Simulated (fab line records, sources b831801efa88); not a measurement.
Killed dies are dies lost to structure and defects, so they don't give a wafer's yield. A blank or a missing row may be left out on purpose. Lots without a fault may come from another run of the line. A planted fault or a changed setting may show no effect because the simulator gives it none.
Problem report in the 8D (eight disciplines) form, filled by code | flow sfq_line | the parts of the form that need people (team, actions taken, sign-off) are left out

1. THE PROBLEM
time_to_endpoint_s at SFQ_TRILAYER_I4_CMP_CMP_100 reads a mean of 283 s on 1 wafer of 1 lot; wafers without a fault read 210 s with a standard deviation of 6.8. That is +11 standard deviations from the usual mean.
The step: polishes SiO2.
First seen on wafer L954.1, day 63 17:31, on cmp-02. The record holds 39 wafers of 13 lots with a number at this step. Rule for "out", or "out of limits": more than 4 standard deviations from the usual mean. The other wafers with a number count as sound.

2. WHAT IT IS AND WHAT IT IS NOT
question                    | is                 | is not
which readings at this step | time_to_endpoint_s | motor_current_A
which lots                  | L954               | L932, L934, L935, L937, L938, L939, L940, L941, L942, L943, L946, L953
which wafers of those lots  | L954.1             | L954.2, L954.6
read on which tools         | cmp-02             | cmp-01
when                        | from day 63 17:31  | up to then (38 sound wafers)

3. SUSPECTS, AND WHAT RULES EACH OUT
Counting: a tool at a process step up to the reading stays a suspect if it ran every lot that is out. Sound lots after the first of them don't rule it out here, since some wafers of a struck lot are sound.
- rie_metal-04 at SFQ_TRILAYER_M3_STRIP_STRIP_079 (strips in O2): kept. It ran the lot that is out, L954 (day 53 12:09); its last sound lot up to then is L953 (day 52 15:37).
- rie_metal-03 at SFQ_TRILAYER_I3_VIA_STRIP_STRIP_089 (strips in O2): kept. It ran the lot that is out, L954 (day 58 19:25); its last sound lot up to then is L943 (day 55 11:45).
- cmp-02 at SFQ_TRILAYER_I4_CMP_CMP_100 (polishes SiO2): kept. It ran the lot that is out, L954 (day 63 17:31); its last sound lot up to then is L942 (day 60 05:25). Its own readings are out on those wafers: time_to_endpoint_s.
- Within rie_metal-03 at SFQ_TRILAYER_I3_VIA_STRIP_STRIP_089: the wafers that are out ran in chamber 1; their sound lot-mates ran in chamber 0.
- Within cmp-02 at SFQ_TRILAYER_I4_CMP_CMP_100: the wafers that are out ran in chamber 2; their sound lot-mates ran in chambers 1, 3.
Left after counting: rie_metal-04 at SFQ_TRILAYER_M3_STRIP_STRIP_079, rie_metal-03 at SFQ_TRILAYER_I3_VIA_STRIP_STRIP_089, cmp-02 at SFQ_TRILAYER_I4_CMP_CMP_100.

4. THE CAUSE (what the simulator had put in)
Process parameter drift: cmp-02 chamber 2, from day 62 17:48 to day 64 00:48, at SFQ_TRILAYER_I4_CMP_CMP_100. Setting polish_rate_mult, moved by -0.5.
Counting left 3 suspects, and this tool is among them.

5. THE CHAIN OF EFFECTS, in route order
Each row: a reading whose mean over the struck wafers that have a number lies more than 3 standard deviations from the usual. Only readings for which the record gives a usual standard deviation are gone through. hours: the time from each lot's start at the first step in this table that gives one to its start at this step, as a median over the lots. sigmas: the change in usual standard deviations.
hours | step                                  | reading            | usual      | on struck wafers | change | sigmas
0     | SFQ_TRILAYER_I4_CMP_CMP_100           | time_to_endpoint_s | 210 s      | 283              | +73    | +11
2     | SFQ_TRILAYER_I4_METRO_MEASURE_101     | thk_nm             | 198.9 nm   | 304.9            | +106.0 | +99 or more
106   | SFQ_TRILAYER_I4_VIA_ETCH_VIA_ETCH_106 | oes_product_au     | 0.851 a.u. | 1.002            | +0.151 | +32
The process steps in it:
- SFQ_TRILAYER_I4_CMP_CMP_100: polishes SiO2.
- SFQ_TRILAYER_I4_METRO_MEASURE_101
- SFQ_TRILAYER_I4_VIA_ETCH_VIA_ETCH_106: etches SiO2 in CHF3, stops on Nb, target depth 260 nm.

6. WHAT WOULD HAVE CAUGHT IT SOONER
In this record the first reading out of limits was taken at day 63 17:31, 24 hours after the fault began at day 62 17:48.
